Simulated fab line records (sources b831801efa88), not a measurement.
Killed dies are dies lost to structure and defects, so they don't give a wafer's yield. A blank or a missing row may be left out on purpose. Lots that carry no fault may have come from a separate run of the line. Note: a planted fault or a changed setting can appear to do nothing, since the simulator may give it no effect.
Which tool did it?	flow gf180mcu	18 wafers from 6 lots sampled at 2 of the route's 602 steps

WHAT EACH GAUGE READ, for each wafer
GF_STI_CD_MEAS_12: target cd 220 nm.
lot	measured	on	cd-nm (nm)
L960	day 2 08:02	cd-sem-01	219.2 220.5 220.0
L965	day 3 08:26	cd-sem-02	221.9 221.1 222.1
L970	day 4 12:25	cd-sem-01	221.6 222.5 222.0
L973	day 5 02:14	cd-sem-02	222.0 220.6 222.4
L978	day 6 03:46	cd-sem-02	221.0 219.5 219.8
L980	day 6 13:53	cd-sem-01	218.6 219.5 220.6

TOOL THAT RAN EACH LOT (tool first, then ch and the chambers of the sampled wafers, then the start)
lot	GF_STI_EXPOSE_09
L960	krf-scanner-01 ch 0, day 2 02:08
L965	krf-scanner-02 ch 0, day 3 02:01
L970	krf-scanner-01 ch 0, day 4 05:29
L973	krf-scanner-01 ch 0, day 4 19:25
L978	krf-scanner-01 ch 0, day 5 20:31
L980	krf-scanner-01 ch 0, day 6 06:18
- GF_STI_EXPOSE_09: exposes mask COMP, target cd 220 nm.

THE ANSWER, worked out from the rows above alone
Rule: what is usual is taken from the lots themselves. The widest of any qualifying gaps counts: lots, ordered by their means at a reading, are off when they make up no more than a third of the lots, leave a main group of 4 or more, and stand apart from it by 3 or more times the standard deviation of that group's means. The tables above print the reading to a certain number of digits; a main group whose means all agree to those digits is not used. A lot without any number at a reading at which 4 lots or more have one is off too. Where the step has rows for the other lots, those lots are counted as sound.
None of the lots is off at any reading shown; this tells nothing.

WHAT WAS PUT IN BY THE SIMULATOR
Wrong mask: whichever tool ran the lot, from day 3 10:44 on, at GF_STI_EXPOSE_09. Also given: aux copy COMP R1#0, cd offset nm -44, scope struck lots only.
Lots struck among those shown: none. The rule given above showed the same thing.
